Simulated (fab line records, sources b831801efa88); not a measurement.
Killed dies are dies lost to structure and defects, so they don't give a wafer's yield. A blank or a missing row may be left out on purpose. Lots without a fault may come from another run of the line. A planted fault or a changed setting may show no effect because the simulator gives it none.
Which tool did it? | flow sky130 | 6 lots, 18 wafers sampled, at 2 steps of a route of 708

WHAT THE GAUGES READ, wafer by wafer
SKY_LDD_HVP_OVL_MEAS_07.
lot  | measured     | on         | LDD_HVP_OVL (nm)
L361 | day 22 01:24 | overlay-01 | -2.7 -3.3 -3.0
L367 | day 25 04:47 | overlay-02 | 37.2 35.8 36.5
L371 | day 26 05:38 | overlay-01 | 38.2 39.2 38.2
L375 | day 27 18:38 | overlay-02 | 0.7 0.5 -0.4
L378 | day 28 07:42 | overlay-02 | 0.6 -0.6 -0.5
L382 | day 29 14:56 | overlay-01 | 0.2 0.2 -0.4

WHICH TOOL RAN EACH LOT (tool, then ch and the chambers of the sampled wafers, then the start)
lot  | SKY_LDD_HVP_EXPOSE_04
L361 | iline_stepper-01 ch 0, day 21 10:23
L367 | iline_stepper-02 ch 0, day 24 14:14
L371 | iline_stepper-02 ch 0, day 25 15:16
L375 | iline_stepper-01 ch 0, day 27 04:16
L378 | iline_stepper-01 ch 0, day 27 17:22
L382 | iline_stepper-01 ch 0, day 29 01:23
- SKY_LDD_HVP_EXPOSE_04: exposes mask HVPTM, target cd 700 nm.

THE ANSWER, worked out from the rows above alone
Rule: what is usual is taken from the lots themselves. Put in order of their means at a reading, lots are off if they are a third of the lots or fewer, leave a main group of 4 or more, and stand apart from it by a gap of 3 or more times the standard deviation of the main group's means; of several such gaps the widest counts. A main group whose means are all the same, to the digits that the tables above print for the reading, isn't used. A lot without any number at a reading at which 4 lots or more have one is off too. The other lots that the step has rows for count as sound.
Off: L367, L371, at SKY_LDD_HVP_OVL_MEAS_07 (LDD_HVP_OVL). The main group: mean -0.7 nm, standard deviation 1.3.
A tool fits if, at a process step before that reading, it ran every lot that is off, and no sound lot after the first of them. The gauges at SKY_LDD_HVP_OVL_MEAS_07 are tried like those tools. One fits: iline_stepper-02 at SKY_LDD_HVP_EXPOSE_04. It ran no sound lot before its first lot that is off in this sample, so the start can't be narrowed down.

WHAT THE SIMULATOR HAD PUT IN
Scanner matching overlay: iline_stepper-02, from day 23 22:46 on, at SKY_LDD_HVP_EXPOSE_04. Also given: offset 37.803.
Lots struck among those shown: L367, L371. The rule above found the same.
